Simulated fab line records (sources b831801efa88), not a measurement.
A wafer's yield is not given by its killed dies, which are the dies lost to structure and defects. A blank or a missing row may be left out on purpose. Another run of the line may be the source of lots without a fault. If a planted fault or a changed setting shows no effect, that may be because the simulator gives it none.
Matching of chambers / flow sky130 / rie_diel-03 running SKY_VIA3_ETCH_14: 4 sister chambers
The step etches BARC in N2/H2, stops on SiO2, time 45.9 s, target depth 60 nm. 22 wafers are shown with their chamber, then 11 later ones without.

WAFERS WITH THEIR CHAMBER
wafer=L077.2; chamber=0; drypump_motor_current_A (A)=5.3; throttle_valve_pct (%)=13.214; n2_flow_sccm (sccm)=99.9
wafer=L077.5; chamber=2; drypump_motor_current_A (A)=6.4; throttle_valve_pct (%)=13.216; n2_flow_sccm (sccm)=100.5
wafer=L077.6; chamber=3; drypump_motor_current_A (A)=6.3; throttle_valve_pct (%)=13.231; n2_flow_sccm (sccm)=99.7
wafer=L078.3; chamber=2; drypump_motor_current_A (A)=6.5; throttle_valve_pct (%)=13.219; n2_flow_sccm (sccm)=99.6
wafer=L078.4; chamber=2; drypump_motor_current_A (A)=6.4; throttle_valve_pct (%)=13.224; n2_flow_sccm (sccm)=99.4
wafer=L078.6; chamber=3; drypump_motor_current_A (A)=6.3; throttle_valve_pct (%)=13.225; n2_flow_sccm (sccm)=99.7
wafer=L079.2; chamber=3; drypump_motor_current_A (A)=6.3; throttle_valve_pct (%)=13.229; n2_flow_sccm (sccm)=100.0
wafer=L079.3; chamber=2; drypump_motor_current_A (A)=6.4; throttle_valve_pct (%)=13.219; n2_flow_sccm (sccm)=100.0
wafer=L079.4; chamber=0; drypump_motor_current_A (A)=5.3; throttle_valve_pct (%)=13.223; n2_flow_sccm (sccm)=99.5
wafer=L083.2; chamber=2; drypump_motor_current_A (A)=6.4; throttle_valve_pct (%)=13.210; n2_flow_sccm (sccm)=100.6
wafer=L083.4; chamber=1; drypump_motor_current_A (A)=6.4; throttle_valve_pct (%)=13.212; n2_flow_sccm (sccm)=100.0
wafer=L083.6; chamber=3; drypump_motor_current_A (A)=6.3; throttle_valve_pct (%)=13.218; n2_flow_sccm (sccm)=100.6
wafer=L086.1; chamber=0; drypump_motor_current_A (A)=5.3; throttle_valve_pct (%)=13.212; n2_flow_sccm (sccm)=99.9
wafer=L086.2; chamber=1; drypump_motor_current_A (A)=6.4; throttle_valve_pct (%)=13.231; n2_flow_sccm (sccm)=99.7
wafer=L086.4; chamber=2; drypump_motor_current_A (A)=6.4; throttle_valve_pct (%)=13.219; n2_flow_sccm (sccm)=99.2
wafer=L087.3; chamber=2; drypump_motor_current_A (A)=6.5; throttle_valve_pct (%)=13.214; n2_flow_sccm (sccm)=100.4
wafer=L087.4; chamber=1; drypump_motor_current_A (A)=6.4; throttle_valve_pct (%)=13.220; n2_flow_sccm (sccm)=99.4
wafer=L087.6; chamber=3; drypump_motor_current_A (A)=6.3; throttle_valve_pct (%)=13.229; n2_flow_sccm (sccm)=100.2
wafer=L089.1; chamber=1; drypump_motor_current_A (A)=6.3; throttle_valve_pct (%)=13.232; n2_flow_sccm (sccm)=100.0
wafer=L089.2; chamber=0; drypump_motor_current_A (A)=5.3; throttle_valve_pct (%)=13.223; n2_flow_sccm (sccm)=99.7
wafer=L089.4; chamber=2; drypump_motor_current_A (A)=6.4; throttle_valve_pct (%)=13.204; n2_flow_sccm (sccm)=99.6
wafer=L092.1; chamber=3; drypump_motor_current_A (A)=6.3; throttle_valve_pct (%)=13.223; n2_flow_sccm (sccm)=100.1

SIGNATURES, as means of the wafers listed above
reading=drypump_motor_current_A; chamber 0=5.300; chamber 1=6.375; chamber 2=6.425; chamber 3=6.300; scatter within a chamber=0.0354
reading=throttle_valve_pct; chamber 0=13.21800; chamber 1=13.22375; chamber 2=13.21562; chamber 3=13.22583; scatter within a chamber=0.00652
reading=n2_flow_sccm; chamber 0=99.750; chamber 1=99.775; chamber 2=99.912; chamber 3=100.050; scatter within a chamber=0.406
Rule: for each reading, subtract the chamber's mean from the wafer's reading, divide by that reading's scatter and square the result; add these up over the readings and take the root, which gives the wafer's distance from the chamber. The wafer belongs to the nearest chamber; if the next one is less than 2 further off, it can't be placed. The scatter: take each reading less its chamber's mean, square it, sum over the shown wafers, divide by the number of wafers less the number of chambers, and take the root.

WAFERS MISSING THEIR CHAMBER
wafer=L092.3; drypump_motor_current_A (A)=6.5; throttle_valve_pct (%)=13.221; n2_flow_sccm (sccm)=100.6
wafer=L092.4; drypump_motor_current_A (A)=5.3; throttle_valve_pct (%)=13.215; n2_flow_sccm (sccm)=100.0
wafer=L094.2; drypump_motor_current_A (A)=5.3; throttle_valve_pct (%)=13.212; n2_flow_sccm (sccm)=99.8
wafer=L094.4; drypump_motor_current_A (A)=6.3; throttle_valve_pct (%)=13.225; n2_flow_sccm (sccm)=100.0
wafer=L094.6; drypump_motor_current_A (A)=6.3; throttle_valve_pct (%)=13.222; n2_flow_sccm (sccm)=99.8
wafer=L096.4; drypump_motor_current_A (A)=6.4; throttle_valve_pct (%)=13.227; n2_flow_sccm (sccm)=100.2
wafer=L096.5; drypump_motor_current_A (A)=6.3; throttle_valve_pct (%)=13.220; n2_flow_sccm (sccm)=101.0
wafer=L096.6; drypump_motor_current_A (A)=6.4; throttle_valve_pct (%)=13.209; n2_flow_sccm (sccm)=100.2
wafer=L097.3; drypump_motor_current_A (A)=5.3; throttle_valve_pct (%)=13.228; n2_flow_sccm (sccm)=99.7
wafer=L097.4; drypump_motor_current_A (A)=6.3; throttle_valve_pct (%)=13.230; n2_flow_sccm (sccm)=99.7
wafer=L097.5; drypump_motor_current_A (A)=6.3; throttle_valve_pct (%)=13.246; n2_flow_sccm (sccm)=100.6

WHICH CHAMBER EACH WENT THROUGH
wafer=L092.3; from the rows above=can't be placed: 2 or 1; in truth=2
wafer=L092.4; from the rows above=0; in truth=0
wafer=L094.2; from the rows above=0; in truth=0
wafer=L094.4; from the rows above=3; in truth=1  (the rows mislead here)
wafer=L094.6; from the rows above=can't be placed: 3 or 1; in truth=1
wafer=L096.4; from the rows above=can't be placed: 1 or 2 or 3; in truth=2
wafer=L096.5; from the rows above=can't be placed: 3 or 1 or 2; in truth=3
wafer=L096.6; from the rows above=can't be placed: 2 or 1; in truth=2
wafer=L097.3; from the rows above=0; in truth=0
wafer=L097.4; from the rows above=can't be placed: 3 or 1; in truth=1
wafer=L097.5; from the rows above=can't be placed: 3 or 1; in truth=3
3 of 11 placed correctly. These rows do not allow placing 7 (true chamber among the candidates in 7). 1 placed wrongly.
